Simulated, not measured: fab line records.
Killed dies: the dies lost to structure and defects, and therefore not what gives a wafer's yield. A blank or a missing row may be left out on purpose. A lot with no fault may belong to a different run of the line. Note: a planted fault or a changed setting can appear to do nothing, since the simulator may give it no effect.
fab line records | flow gf180mcu
[record] lots = 13 wafers = 39 last-day = 34
route steps=602 shown M2@363 M3@424 V3@438
lots untouched by any fault: they come from a run of this same line in which no faults occurred
start-h: the number of hours between the record's first day and the start of the first shown wafer of the lot | wait-h: hours since the lot's step before | " identical to the entry in the row above | L1.1+2: several wafers, shown together as one row | - no value present, or no start provided | * or withheld: withheld | < > ~ a bound
route shown NAME@n: NAME is a module with steps in the file, n the number in the route of the first one | usual: average and standard deviation across the fault-free wafers | same: alike in all rows | chamber/n: place in a boat | sites: per-site readings | _std_site: standard deviation of those values | _edge_site: inner sites' mean taken away from outer sites' mean | radius-mm: how far each site lies from the wafer's centre | mask NAME#n: copy n | behind: the last tool/chamber to shape the wafer | hold: reason for holding the lot/hours on hold/outcome of the hold | device: transistor that didn't switch, given as n, p or np | end of line: tests run on the same wafers once the route is complete | a step with no rows: only its recipe | killed: the dies lost at the first sort to structure and to defects; this is not the yield of the wafer | map: shows each die of a wafer: x if killed, . if not, _ if none is there
set.NAME: the setting the step ran with; set.NAME@STEP: the setting that earlier step ran with | model.NAME: the simulator's own value behind a step, which no gauge read
one table for each step of the route and one row for each wafer, over a sample of lots
services: the hour from which a tool's chamber was out of use, counted from the record's first day as start-h (under 0 if before that day), plus the number of hours and why
[[steps]]
[step GF_M2_SPUTTER_01]
[recipe] material = TiN target-thk-nm = 30 power-w = 6500 time-s = 25 chamber-pressure-pa = 0.4
[usual] throttle-valve-pct = 29.8/0.85
// columns lot.wafer tool chamber start-h wait-h throttle-valve-pct
L224.1 pvd-sputter-04 - 411.19 0.1 30.9
L224.4 " - " " 30.5
L224.6 " - " " 30.6
L225.3 pvd-sputter-01 - 423.32 0.1 28.4
L225.5 " - " " 28.3
L225.6 " - " " 30.2
L226.1 pvd-sputter-02 - 431.63 0.1 28.9
L226.2 " - " " 30.0
L226.3 " - " " 30.8
L229.1 pvd-sputter-01 - 461.17 0.1 29.9
L229.5 " - " " 31.0
L229.6 " - " " 30.1
L230.3 pvd-sputter-04 - 464.67 0.1 29.8
L230.4 " - " " 30.6
L230.6 " - " " 30.8
L231.1 pvd-sputter-01 - 474.20 0.1 30.1
L231.4 " - " " 30.9
L231.6 " - " " 30.6
L236.1 pvd-sputter-01 - 526.11 0.1 30.0
L236.2 " - " " 30.0
L236.3 " - " " 28.4
L237.1 pvd-sputter-04 - 530.60 0.1 29.6
L237.2 " - " " 28.3
L237.4 " - " " 30.5
L238.1 pvd-sputter-04 - 538.23 0.1 28.3
L238.3 " - " " 30.7
L238.5 " - " " 30.4
L239.1 pvd-sputter-04 - 543.97 0.1 30.7
L239.2 " - " " 29.7
L239.6 " - " " 28.5
L241.2 pvd-sputter-01 - 557.20 0.1 30.6
L241.4 " - " " 28.3
L241.6 " - " " 30.6
L245.1 pvd-sputter-04 - 593.05 0.1 29.9
L245.4 " - " " 28.4
L245.6 " - " " 30.7
L246.1 pvd-sputter-02 - 597.35 0.1 30.2
L246.3 " - " " 28.8
L246.5 " - " " 29.5
[step GF_M2_SPUTTER_03]
[recipe] material = Ti target-thk-nm = 10 substrate-temp-c = 300 chamber-pressure-pa = 0.3 power-w = 3000 time-s = 6.7
[usual] throttle-valve-pct = 29.8/0.82
// columns lot.wafer tool chamber start-h wait-h throttle-valve-pct
L224.1 pvd-sputter-04 - 411.25 0.0 30.9
L224.4 " - " " 30.7
L224.6 " - " " 30.9
L225.3 pvd-sputter-01 - 423.38 0.0 28.1
L225.5 " - " " 28.0
L225.6 " - " " 30.3
L226.1 pvd-sputter-02 - 431.69 0.0 28.8
L226.2 " - " " 30.2
L226.3 " - " " 30.8
L229.1 pvd-sputter-01 - 461.23 0.0 30.1
L229.5 " - " " 30.6
L229.6 " - " " 30.0
L230.3 pvd-sputter-04 - 464.73 0.0 29.8
L230.4 " - " " 31.0
L230.6 " - " " 30.8
L231.1 pvd-sputter-01 - 474.26 0.0 30.0
L231.4 " - " " 30.6
L231.6 " - " " 30.5
L236.1 pvd-sputter-01 - 526.17 0.0 30.1
L236.2 " - " " 29.9
L236.3 " - " " 28.5
L237.1 pvd-sputter-04 - 530.66 0.0 29.6
L237.2 " - " " 28.6
L237.4 " - " " 30.4
L238.1 pvd-sputter-04 - 538.29 0.0 28.3
L238.3 " - " " 30.6
L238.5 " - " " 30.6
L239.1 pvd-sputter-04 - 544.03 0.0 30.7
L239.2 " - " " 29.6
L239.6 " - " " 28.6
L241.2 pvd-sputter-01 - 557.26 0.0 30.6
L241.4 " - " " 28.2
L241.6 " - " " 30.8
L245.1 pvd-sputter-04 - 593.11 0.0 29.7
L245.4 " - " " 28.3
L245.6 " - " " 30.5
L246.1 pvd-sputter-02 - 597.41 0.0 29.7
L246.3 " - " " 29.0
L246.5 " - " " 29.5
[step GF_M3_OVL_MEAS_15]
[usual] M3_OVL = 3/5.4
// columns lot.wafer tool chamber start-h wait-h M3_OVL[nm]
L224.1 overlay-02 - 486.68 0.1 8
L224.4 " - " " 2
L224.6 " - " " 8
L225.3 overlay-01 - 498.54 0.1 -1
L225.5 " - " " -3
L225.6 " - " " -2
L226.1 overlay-01 - 506.33 0.1 -1
L226.2 " - " " 4
L226.3 " - " " -7
L229.1 overlay-02 - 534.48 0.1 4
L229.5 " - " " 2
L229.6 " - " " -3
L230.3 overlay-01 - 538.89 0.1 3
L230.4 " - " " 6
L230.6 " - " " -5
L231.1 overlay-02 - 548.18 0.1 4
L231.4 " - " " 2
L231.6 " - " " -1
L236.1 overlay-01 - 596.98 0.1 9
L236.2 " - " " -3
L236.3 " - " " -4
L237.1 overlay-01 - 600.38 0.1 -6
L237.2 " - " " -2
L237.4 " - " " -7
L238.1 overlay-02 - 606.98 0.1 5
L238.3 " - " " 2
L238.5 " - " " 3
L239.1 overlay-02 - 612.83 0.1 2
L239.2 " - " " 4
L239.6 " - " " 2
L241.2 overlay-02 - 624.14 0.1 1
L241.4 " - " " 3
L241.6 " - " " -2
L245.1 overlay-01 - 656.33 0.1 1
L245.4 " - " " -5
L245.6 " - " " -2
L246.1 overlay-02 - 660.93 0.1 5
L246.3 " - " " 10
L246.5 " - " " 5
[step GF_V3_COAT_09]
[recipe] resist = KrF spin-rpm = withheld resist-thk-nm = 1000
// columns lot.wafer tool chamber start-h wait-h
L224.1+4+6 litho-track-01 0 499 -
L225.3+5+6 litho-track-03 0 511 -
L226.1+2+3 litho-track-03 0 519 -
L229.1+5+6 litho-track-04 0 547 -
L230.3+4+6 litho-track-04 0 551 -
L231.1+4+6 litho-track-04 0 560 -
L236.1+2+3 litho-track-03 0 607 -
L237.1+2+4 litho-track-03 0 612 -
L238.1+3+5 litho-track-04 0 618 -
L239.1+2+6 litho-track-04 0 623 -
L241.2+4+6 litho-track-04 0 635 -
L245.1+4+6 litho-track-04 0 667 -
L246.1+3+5 litho-track-04 0 671 -
[step GF_V3_STRIP_18]
[recipe] chemistry = O2/N2 power-w = 1400 pressure-mtorr = 1500 platen-temp-c = 250 o2-flow-sccm = 3000 n2-flow-sccm = 300 overash-fraction = 0.5
[usual] drypump-motor-current-A = 5.7/0.36 heater-power-w = 354/26 oes-product-au = 0.592/0.0045
// columns lot.wafer tool chamber start-h wait-h drypump-motor-current-A heater-power-w oes-product-au rf-hours-counter-h
L224.1 plasma-asher-04 0 512.24 - 6.0 391 0.596 9
L224.4 " 1 " " 5.2 366 0.595 -
L224.6 " 1 " " 5.2 362 0.592 -
L225.3 plasma-asher-02 1 524.13 - 5.7 355 0.584 -
L225.5 " 1 " " 5.7 351 0.581 -
L225.6 " 0 " " 6.4 321 0.594 -
L226.1 plasma-asher-04 1 531.15 - 5.2 367 0.586 11
L226.2 " 0 " " 6.0 393 0.589 11
L226.3 " 1 " " 5.2 361 0.591 -
L229.1 plasma-asher-04 1 559.29 - 5.3 361 0.590 14
L229.5 " 1 " " 5.3 368 0.597 -
L229.6 " 0 " " 6.0 388 0.589 -
L230.3 plasma-asher-04 1 563.08 - 5.2 366 0.599 -
L230.4 " 0 " " 6.0 398 0.589 -
L230.6 " 1 " " 5.2 370 0.589 -
L231.1 plasma-asher-04 1 571.79 - 5.2 377 0.596 15
L231.4 " 0 " " 6.0 396 0.587 -
L231.6 " 0 " " 5.9 402 0.585 -
L236.1 plasma-asher-03 0 618.59 - 5.8 338 0.576 79
L236.2 " 1 " " 5.3 343 0.567 79
L236.3 " 1 " " 5.4 336 0.595 -
L237.1 plasma-asher-03 0 622.69 - 5.8 339 0.578 79
L237.2 " 1 " " 5.4 343 0.574 79
L237.4 " 1 " " 5.3 328 0.577 -
L238.1 plasma-asher-04 0 629.74 - 6.0 390 0.597 21
L238.3 " 0 " " 6.1 402 0.588 -
L238.5 " 1 " " 5.3 366 0.593 -
L239.1 plasma-asher-03 0 634.34 - 5.7 322 0.595 80
L239.2 " 1 " " 5.3 341 0.597 80
L239.6 " 1 " " 5.4 341 0.585 -
L241.2 plasma-asher-03 1 645.61 - 5.4 345 0.591 82
L241.4 " 1 " " 5.4 338 0.587 -
L241.6 " 1 " " 5.4 336 0.604 -
L245.1 plasma-asher-02 0 677.64 - 6.4 319 0.592 56
L245.4 " 1 " " 5.7 350 0.596 -
L245.6 " 1 " " 5.7 350 0.593 -
L246.1 plasma-asher-04 1 681.49 - 5.2 364 0.593 26
L246.3 " 1 " " 5.3 363 0.586 -
L246.5 " 0 " " 5.9 395 0.594 -
[[services]]
// columns tool chamber start-h hours kind
plasma-asher-04 - 408.50 4.5 repair
plasma-asher-02 - 409.71 8.7 repair
plasma-asher-04 - 421.25 9.0 pm
plasma-asher-04 0 421.25 9.0 vent-cycle
plasma-asher-04 1 421.25 9.0 vent-cycle
pvd-sputter-01 3 422.38 - consumable-replace:kit
pvd-sputter-01 3 422.38 18.0 scheduled-down
pvd-sputter-01 3 422.38 18.0 vent-cycle
plasma-asher-04 0 430.25 - clean
plasma-asher-04 1 430.25 - clean
pvd-sputter-04 - 440.78 1.9 repair
plasma-asher-02 - 463.96 2.3 repair
pvd-sputter-02 - 511.06 2.5 repair
plasma-asher-02 - 521.08 2.7 repair
pvd-sputter-01 - 528.52 4.2 repair
pvd-sputter-04 - 550.07 0.8 repair
plasma-asher-04 - 564.69 3.8 repair
pvd-sputter-04 3 593.17 - consumable-replace:kit
pvd-sputter-04 3 593.17 18.0 scheduled-down
pvd-sputter-04 3 593.17 18.0 vent-cycle
pvd-sputter-01 2 602.66 - consumable-replace:kit
pvd-sputter-01 2 602.66 18.0 scheduled-down
pvd-sputter-01 2 602.66 18.0 vent-cycle
plasma-asher-04 - 678.03 2.8 pm
[[key]]
[first-sign] step = GF_V3_STRIP_18 reading = oes-product-au direction = down sigmas = 3.9 usual = 0.592 struck = 0.574
effect none on later readings
met-at GF_V3_COAT_09
struck-lots L236,L237
struck-wafers L236.1,L236.2,L237.1,L237.2,L237.4
not-acting-at GF_M2_SPUTTER_01,GF_M2_SPUTTER_03,GF_M3_OVL_MEAS_15
onset-between 519 607
[fault] kind = process-parameter-drift tool = litho-track-03 chamber = - onset-h = 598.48 steps = GF_V3_COAT_09 channel = resist-thk-nm offset = * shape = step end-h = 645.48 scope = struck-wafers-only acts-in = * stated = *
